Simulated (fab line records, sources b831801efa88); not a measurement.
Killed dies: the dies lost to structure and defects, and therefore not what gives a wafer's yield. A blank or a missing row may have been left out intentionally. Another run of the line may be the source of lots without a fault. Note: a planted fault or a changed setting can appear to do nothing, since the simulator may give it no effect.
Chamber matching -- flow sky130 -- 4 sister chambers for SKY_FIELD_ISO_ETCH_17 on rie-si-02
The step etches Si in HBr/Cl2/O2, target depth 342 nm, time 97.7 s. 4 wafers are shown with their chamber, then 12 later ones without.

## WAFERS PAIRED WITH THEIR CHAMBERS
wafer,chamber,drypump-motor-current-A (A)
L084.1,0,5.6
L087.5,3,5.6
L088.3,2,5.3
L088.6,1,6.2

## WAFERS MISSING THEIR CHAMBER
wafer,drypump-motor-current-A (A)
L090.1,5.5
L090.2,6.2
L090.3,5.3
L092.2,6.3
L092.3,5.6
L092.4,5.5
L094.1,5.6
L094.3,5.6
L094.5,6.2
L096.2,5.6
L096.4,5.3
L096.5,6.2

## WHICH CHAMBER EACH ONE RAN IN
wafer,from the rows above,in truth
L090.1,can't be placed: 0 or 3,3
L090.2,1,1
L090.3,2,2
L092.2,1,1
L092.3,can't be placed: 0 or 3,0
L092.4,can't be placed: 0 or 3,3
L094.1,can't be placed: 0 or 3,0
L094.3,can't be placed: 0 or 3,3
L094.5,1,1
L096.2,can't be placed: 0 or 3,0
L096.4,2,2
L096.5,1,1
Placed correctly: 6 of 12. These rows do not allow placing 6 (true chamber among the candidates in 6). Number placed wrongly: 0.
How it was worked out, from the rows above alone: a wafer's distance from a chamber is the root of the sum, over the readings, of the square of ((its reading less the chamber's mean) divided by the reading's scatter). The wafer belongs to the nearest chamber; if the next one is less than 2 further off, it can't be placed. A chamber's mean is the mean of its shown wafers. The scatter: root of mean squared gap, hidden wafer to nearest shown wafer, with one shown wafer a chamber.
